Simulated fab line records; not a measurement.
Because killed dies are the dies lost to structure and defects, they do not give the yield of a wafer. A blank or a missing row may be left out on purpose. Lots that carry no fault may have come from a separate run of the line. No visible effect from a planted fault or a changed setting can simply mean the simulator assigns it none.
What tool caused it? | flow sky130 | 6 lots with 17 wafers sampled at 2 steps, on a route of 708 steps

== WHAT THE GAUGES READ, wafer by wafer ==
SKY_METAL1_RS_MEAS_05: uses a four-point probe to measure.
lot  | measured     | on            | METAL1_ALCU_RS (ohm/sq)
L859 | day 32 17:55 | film_metro-02 | 0.1261 0.1270 0.1245
L861 | day 33 01:05 | film_metro-02 | 0.1269 0.1256 0.1276
L867 | day 35 11:11 | film_metro-04 | 0.1265 0.1272
L874 | day 37 12:20 | film_metro-03 | 0.1253 0.1255 0.1263
L876 | day 38 01:44 | film_metro-03 | 0.1245 0.1252 0.1238
L879 | day 38 13:38 | film_metro-02 | 0.1269 0.1274 0.1258

== TOOL THAT RAN EACH LOT (tool first, then ch and the chambers of the sampled wafers, then the start) ==
lot  | SKY_CONTACT_CVD_00
L859 | pecvd-04 ch 0,1,2, day 31 12:22
L861 | pecvd-02 ch 0,2, day 31 19:16
L867 | pecvd-02 ch 1, day 34 06:30
L874 | pecvd-03 ch 0,1,2, day 36 09:07
L876 | pecvd-02 ch 0,1,2, day 36 22:07
L879 | pecvd-04 ch 0,1, day 37 10:08
- SKY_CONTACT_CVD_00: deposits Si3N4, target thk 75 nm.

== THE ANSWER, worked out from the rows above alone ==
Rule: usual is defined by the lots themselves. The widest of any qualifying gaps counts: lots, ordered by their means at a reading, are off when they make up no more than a third of the lots, leave a main group of 4 or more, and stand apart from it by 3 or more times the standard deviation of that group's means. A main group is skipped when, at the precision printed for the reading in the tables above, its means are all equal. Also off: a lot with no number at a reading for which 4 or more lots have one. The other lots that the step has rows for count as sound.
Nothing can be told from this: no lot is off at any reading shown.

== WHAT WAS PUT IN BY THE SIMULATOR ==
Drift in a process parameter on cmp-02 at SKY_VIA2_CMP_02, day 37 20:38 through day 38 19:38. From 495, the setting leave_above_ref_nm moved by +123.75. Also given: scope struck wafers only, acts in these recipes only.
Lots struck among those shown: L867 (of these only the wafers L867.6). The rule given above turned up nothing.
